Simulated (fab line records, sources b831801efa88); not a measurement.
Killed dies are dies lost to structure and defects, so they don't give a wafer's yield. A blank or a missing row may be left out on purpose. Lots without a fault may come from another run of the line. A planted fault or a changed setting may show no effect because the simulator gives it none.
Which tool did it? | flow sky130 | 12 lots, 36 wafers sampled, at 3 steps of a route of 708

WHAT THE GAUGES READ, wafer by wafer
SKY_VIA4_RS_MEAS_19: measures by four-point-probe.
lot  | measured     | on            | VIA4_W_RS (ohm/sq)
L358 | day 42 17:00 | film_metro-01 | 0.238 0.233 0.231
L359 | day 42 21:28 | film_metro-03 | 0.234 0.232 0.232
L361 | day 43 18:49 | film_metro-02 | 0.236 0.240 0.238
L363 | day 44 04:56 | film_metro-02 | 0.230 0.235 0.234
L366 | day 46 07:53 | film_metro-03 | 0.234 0.231 0.233
L364 | day 46 09:13 | film_metro-01 | 0.227 0.228 0.230
L367 | day 46 14:37 | film_metro-01 | 0.231 0.234 0.235
L374 | day 47 02:11 | film_metro-01 | 0.230 0.232 0.228
L376 | day 47 03:59 | film_metro-03 | 0.231 0.230 0.229
L379 | day 47 20:56 | film_metro-01 | 0.231 0.231 0.233
L380 | day 49 01:32 | film_metro-02 | 0.237 0.238 0.236
L381 | day 49 02:38 | film_metro-01 | 0.235 0.236 0.235

WHICH TOOL RAN EACH LOT (tool, then ch and the chambers of the sampled wafers, then the start)
lot  | SKY_METAL2_SPUTTER_01        | SKY_VIA4_CVD_18
L358 | pvd_sputter-02, day 33 22:43 | cvd_w-01 ch 0,1, day 42 16:50
L359 | pvd_sputter-04, day 34 00:29 | cvd_w-01 ch 0,1, day 42 21:19
L361 | pvd_sputter-04, day 35 01:03 | cvd_w-01 ch 0,1, day 43 18:41
L363 | pvd_sputter-04, day 35 15:53 | cvd_w-02 ch 0,1, day 44 04:47
L366 | pvd_sputter-04, day 38 05:05 | cvd_w-01 ch 0,1, day 46 07:44
L364 | pvd_sputter-04, day 38 05:53 | cvd_w-02 ch 0,1, day 46 09:04
L367 | pvd_sputter-02, day 38 10:18 | cvd_w-02 ch 0,1, day 46 14:28
L374 | pvd_sputter-04, day 39 01:49 | cvd_w-01 ch 0,1, day 47 02:01
L376 | pvd_sputter-04, day 39 06:43 | cvd_w-01 ch 0,1, day 47 03:49
L379 | pvd_sputter-02, day 40 02:18 | cvd_w-01 ch 0,1, day 47 20:47
L380 | pvd_sputter-02, day 41 14:23 | cvd_w-01 ch 0,1, day 49 01:23
L381 | pvd_sputter-03, day 41 14:52 | cvd_w-01 ch 0,1, day 49 02:29
- SKY_METAL2_SPUTTER_01: material TiN, target thk 20 nm, time 16.7 s.
- SKY_VIA4_CVD_18: deposits W, target thk 505 nm, time 152.14 s.

WHAT THE TOOLS THEMSELVES READ (means of the sampled wafers that have a number; where no wafer has one, the mark that the record gives instead)
SKY_METAL2_SPUTTER_01.
lot  | tool           | cathode_dc_power_W (W) | throttle_valve_pct (%)
L358 | pvd_sputter-02 | 6500.0                 | 28.8
L359 | pvd_sputter-04 | 6500.2                 | 30.5
L361 | pvd_sputter-04 | 6500.7                 | 30.8
L363 | pvd_sputter-04 | 6500.6                 | 30.3
L366 | pvd_sputter-04 | 6499.9                 | 30.5
L364 | pvd_sputter-04 | 6501.3                 | 30.8
L367 | pvd_sputter-02 | 6499.5                 | 29.1
L374 | pvd_sputter-04 | 6500.7                 | 29.9
L376 | pvd_sputter-04 | 6500.7                 | 30.0
L379 | pvd_sputter-02 | 6501.1                 | 29.3
L380 | pvd_sputter-02 | 6500.6                 | 28.5
L381 | pvd_sputter-03 | 6500.3                 | 30.3

SKY_VIA4_CVD_18.
lot  | tool     | heater_power_w (W)
L358 | cvd_w-01 | 803
L359 | cvd_w-01 | 800
L361 | cvd_w-01 | 833
L363 | cvd_w-02 | 821
L366 | cvd_w-01 | 815
L364 | cvd_w-02 | 826
L367 | cvd_w-02 | 819
L374 | cvd_w-01 | 831
L376 | cvd_w-01 | 833
L379 | cvd_w-01 | 835
L380 | cvd_w-01 | 850
L381 | cvd_w-01 | 808

THE ANSWER, worked out from the rows above alone
Rule: what is usual is taken from the lots themselves. Put in order of their means at a reading, lots are off if they are a third of the lots or fewer, leave a main group of 4 or more, and stand apart from it by a gap of 3 or more times the standard deviation of the main group's means; of several such gaps the widest counts. A main group whose means are all the same, to the digits that the tables above print for the reading, isn't used. A lot without any number at a reading at which 4 lots or more have one is off too. The other lots that the step has rows for count as sound. The gauges are gone through in route order, then the tools' own readings, and for those a lot's mean is taken as printed above. The first step at which some lot is off is used, and at that step the reading that is off furthest; a lot without a number counts as furthest.
No lot is off at any reading shown: from this, nothing can be told.

WHAT THE SIMULATOR HAD PUT IN
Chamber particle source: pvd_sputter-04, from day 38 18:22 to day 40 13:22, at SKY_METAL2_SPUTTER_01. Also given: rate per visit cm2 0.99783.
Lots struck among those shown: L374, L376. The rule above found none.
